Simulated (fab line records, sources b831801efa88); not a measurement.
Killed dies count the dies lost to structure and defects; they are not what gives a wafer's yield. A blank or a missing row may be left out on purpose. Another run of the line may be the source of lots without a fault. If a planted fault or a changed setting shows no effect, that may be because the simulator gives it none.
Problem report in the 8D (eight disciplines) form, filled by code / flow gf180mcu / the parts of the form that need people (team, actions taken, sign-off) are left out

1. THE PROBLEM
Wafers without a fault read 140.02, standard deviation 0.14; exposure_dose_mJ_cm2 at GF_HV_LDD_EXPOSE_16 reads a mean of 138.42 on 12 wafers belonging to 4 lots. Measured from the usual mean, that is -11 standard deviations.
The step: exposes mask Pplus LV AREA, target cd 400 nm.
Seen first at day 12 12:07 on iline_stepper-02, wafer L445.3. At this step, 39 wafers from 13 lots have a number in the record. Rule for "out", or "out of limits": more than 4 standard deviations from the usual mean. Any other wafer with a number is counted as sound.

2. WHAT IT IS, WHAT IT ISN'T
question=which readings at this step | is=exposure_dose_mJ_cm2 | is not=-
question=which lots | is=L445, L447, L448, L453 | is not=L439, L440, L441, L442, L443, L444, L446, L454, L462
question=which wafers of those lots | is=all that have a number | is not=-
question=read on which tools | is=iline_stepper-02 | is not=iline_stepper-01
question=when | is=from day 12 12:07 | is not=up to then (21 sound wafers); but 6 sound wafers of L454, L462 came after

3. WHAT RULES OUT EACH SUSPECT
Counting: a tool at any process step up to the reading remains a suspect when it ran all the lots that are out and ran no sound lot after the first of those.
- iline_stepper-02 at GF_HV_LDD_EXPOSE_16 (exposes mask Pplus LV AREA, target cd 400 nm): kept. All lots that are out passed through it, beginning with L445 at day 12 12:07, and no sound lot followed; its final sound lot before that point was L446 at day 12 10:52. Its own readings are out on those wafers: exposure_dose_mJ_cm2.
After counting, what remains is iline_stepper-02 at GF_HV_LDD_EXPOSE_16.

4. THE CAUSE (what the simulator had put in)
Process parameters drifting: iline_stepper-02 at GF_HV_LDD_EXPOSE_16, beginning at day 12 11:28. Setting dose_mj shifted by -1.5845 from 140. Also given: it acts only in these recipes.
Counting left only this tool.

5. THE CHAIN OF EFFECTS, in route order
Each row: a reading where the mean over the struck wafers with a number is more than 3 standard deviations away from the usual. Only readings whose record carries a usual standard deviation are examined. hours: median over the lots of the time between each lot's start at the first step of this table that gives one and its start at this step. sigmas: the change, counted in usual standard deviations.
hours=0; step=GF_HV_LDD_EXPOSE_16; reading=exposure_dose_mJ_cm2; usual=140.02; on struck wafers=138.42; change=-1.60; sigmas=-11
Its process steps:
- GF_HV_LDD_EXPOSE_16: exposes mask Pplus LV AREA, target cd 400 nm.

6. WHAT WOULD HAVE CAUGHT IT SOONER
In this record the first reading out of limits was taken at day 12 12:07, 1 hour after the fault began at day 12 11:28.
